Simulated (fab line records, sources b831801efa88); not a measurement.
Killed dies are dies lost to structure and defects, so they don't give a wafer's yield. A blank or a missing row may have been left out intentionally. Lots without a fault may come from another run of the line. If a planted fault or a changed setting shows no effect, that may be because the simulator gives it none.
A lot that was struck, set against a sound lot	flow sky130	31 out of 708 route steps
Sound: wafers L940.3, L940.4, L940.6. Struck: wafers L930.3, L930.4. (L930.6 of the same lot was not struck and is left out.) The cause comes at the end.
Order at every step that has rows: each side's tool, ch and its chambers, its first start. Under that, the readings that differ: sound wafers	struck wafers	difference of the means	sigmas: that difference in standard deviations of wafers without a fault.
alike: readings with means less than 2 such deviations apart, plus words and numbers identical on both sides. not compared: withheld readings, readings lacking a value on some wafer, bounds such as >300 that could conceal the same value, and numbers that have no deviation in the record and whose values overlap.
A row with sigmas, a row that says differs or no value, or rows on one side alone: a step with any of these is where the two part. Numbers that have no deviation but don't overlap get no sigmas and don't part them. A reading that every wafer of one side lacks parts them only if that side has two wafers or more.

SKY_CAP2M_THK_MEAS_01:
  sound: filmMetro-03 at day 43 06:09; struck: filmMetro-04 at day 40 12:41
reading	sound	struck	difference	sigmas
CAP2M_CVD_00_THK (nm)	16.00 16.02 15.60	15.19 15.49	-0.53	-2
SKY_CAP2M_SPUTTER_02: material TiN, target thk 200 nm, time 166.7 s.
  sound: pvdSputter-01 at day 43 06:11; struck: pvdSputter-01 at day 40 12:43
  alike: susceptorTempC, throttleValvePct
SKY_CAP2M_RS_MEAS_03: the measuring method here is four-point-probe.
  sound: filmMetro-02 at day 43 06:20; struck: filmMetro-03 at day 40 12:52
  alike: CAP2M_TIN_RS
SKY_CAP2M_THK_MEAS_04: measures by xrf.
  sound: filmMetro-02 at day 43 06:26; struck: filmMetro-03 at day 40 12:58
  alike: CAP2M_TIN_THK
then, 7 steps without rows for these wafers: SKY_CAP2M_DEHYDRATE_05 (time 60 s); SKY_CAP2M_HMDS_06 (prime time 60 s); SKY_CAP2M_COAT_07 (resist thk 1140 nm); SKY_CAP2M_SOFTBAKE_08 (time 60 s); SKY_CAP2M_EXPOSE_09 (exposes mask CAP2M, target cd 1000 nm); SKY_CAP2M_PEB_10; SKY_CAP2M_DEVELOP_11 (develop time 60 s).
SKY_CAP2M_OVL_MEAS_12:
  sound: overlay-02 at day 44 05:10; struck: overlay-01 at day 41 13:04
  alike: CAP2M_OVL
SKY_CAP2M_METAL_ETCH_13: etches TiN in Cl2/BCl3, stops on SiO2, target depth 220 nm, time 62.9 s.
  sound on rieMetal-04 ch 0,1, day 44 05:13; struck on rieMetal-01 ch 0,1, day 41 13:07
reading	sound	struck	difference	sigmas
oesProductAu (a.u.)	0.937 0.946 0.940	0.916 0.913	-0.026	-4
runLengthS (s)	90.4 91.1 90.3	95.1 94.1	+4.0	+7
throttleValvePct (%)	21.908 21.904 21.908	21.938 21.929	+0.027	+2
model.SiO2_of_CAP2M_CVD_00.thkNm (nm)	15.99 16.05 15.61	14.09 14.43	-1.62	
  alike: biasW, drypumpMotorCurrentA, heBacksideLeakSccm
  not compared: rfHoursCounterH
SKY_CAP2M_STRIP_14: strips in O2/N2.
  sound on plasmaAsher-04 ch 0,1, day 44 05:18; struck on plasmaAsher-02 ch 0,1, day 41 13:12
  alike: drypumpMotorCurrentA, oesProductAu, stripTimeToEndpointS
  not compared: rfHoursCounterH
then, 11 steps without rows for these wafers: SKY_CAP2M_STRIP_15 (strips in post etch residue remover, time 1200 s); SKY_CAP2M_CLEAN_16 (cleans in IPA, time 180 s); SKY_CAP2M_CLEAN_17 (cleans in O3/DIW); SKY_METAL4_DEHYDRATE_05 (time 60 s); SKY_METAL4_HMDS_06 (prime time 60 s); SKY_METAL4_COAT_07 (resist thk 60 nm); SKY_METAL4_COAT_08 (resist thk 1140 nm); SKY_METAL4_SOFTBAKE_09 (time 90 s); SKY_METAL4_EXPOSE_10 (exposes mask MM4, target cd 300 nm); SKY_METAL4_PEB_11; SKY_METAL4_DEVELOP_12 (develop time 60 s).
SKY_METAL4_CD_MEAS_13: target cd 300 nm.
  sound: cdSem-02 at day 45 04:25; struck: cdSem-02 at day 42 13:40
  alike: cdNm
SKY_METAL4_OVL_MEAS_14:
  sound: overlay-02 at day 45 04:31; struck: overlay-01 at day 42 13:46
  alike: METAL4_OVL
SKY_METAL4_DESCUM_15: chemistry O2, time 8 s.
  sound on rieMetal-02 ch 0,1, day 45 04:33; struck on rieMetal-04 ch 0,1, day 42 13:48
  alike: drypumpMotorCurrentA, heBacksideLeakSccm, oesProductAu
  not compared: rfHoursCounterH
SKY_METAL4_ETCH_16: etches BARC in N2/H2, stops on SiO2, time 88.2 s, target depth 60 nm.
  sound on rieMetal-02 ch 0,1, day 45 04:36; struck on rieMetal-04 ch 0,1, day 42 13:51
  alike: biasW, drypumpMotorCurrentA, heBacksideLeakSccm, oesProductAu, runLengthS, throttleValvePct
  not compared: rfHoursCounterH
SKY_METAL4_ETCH_17: etches SiO2 in C4F8/O2/Ar, stops on TiN, time 3.9 s, target depth 15 nm.
  sound on rieDiel-03 ch 0,1,2, day 45 04:40; struck on rieDiel-03 ch 1,2, day 42 13:55
reading	sound	struck	difference	sigmas
oesProductAu (a.u.)	0.765 0.763 0.760	0.716 0.730	-0.040	-6
model.etch.depthNm (nm)	15.99 16.05 15.61	14.09 14.43	-1.62	
  alike: biasW
SKY_METAL4_METAL_ETCH_18: etches the open film in Cl2/BCl3, stops on SiO2, target depth 845 nm, time 183.1 s.
  sound on rieMetal-04 ch 0,1, day 45 04:46; struck on rieMetal-02 ch 0,1, day 42 14:00
reading	sound	struck	difference	sigmas
runLengthS (s)	214.7 213.5 214.4	211.5 210.8	-3.0	-3
  alike: biasW, drypumpMotorCurrentA, heBacksideLeakSccm, oesProductAu, throttleValvePct
  not compared: rfHoursCounterH

WHERE THEY PART
First at SKY_CAP2M_THK_MEAS_01; last, within this record, at SKY_METAL4_METAL_ETCH_18.

WHY: whatever the simulator had introduced
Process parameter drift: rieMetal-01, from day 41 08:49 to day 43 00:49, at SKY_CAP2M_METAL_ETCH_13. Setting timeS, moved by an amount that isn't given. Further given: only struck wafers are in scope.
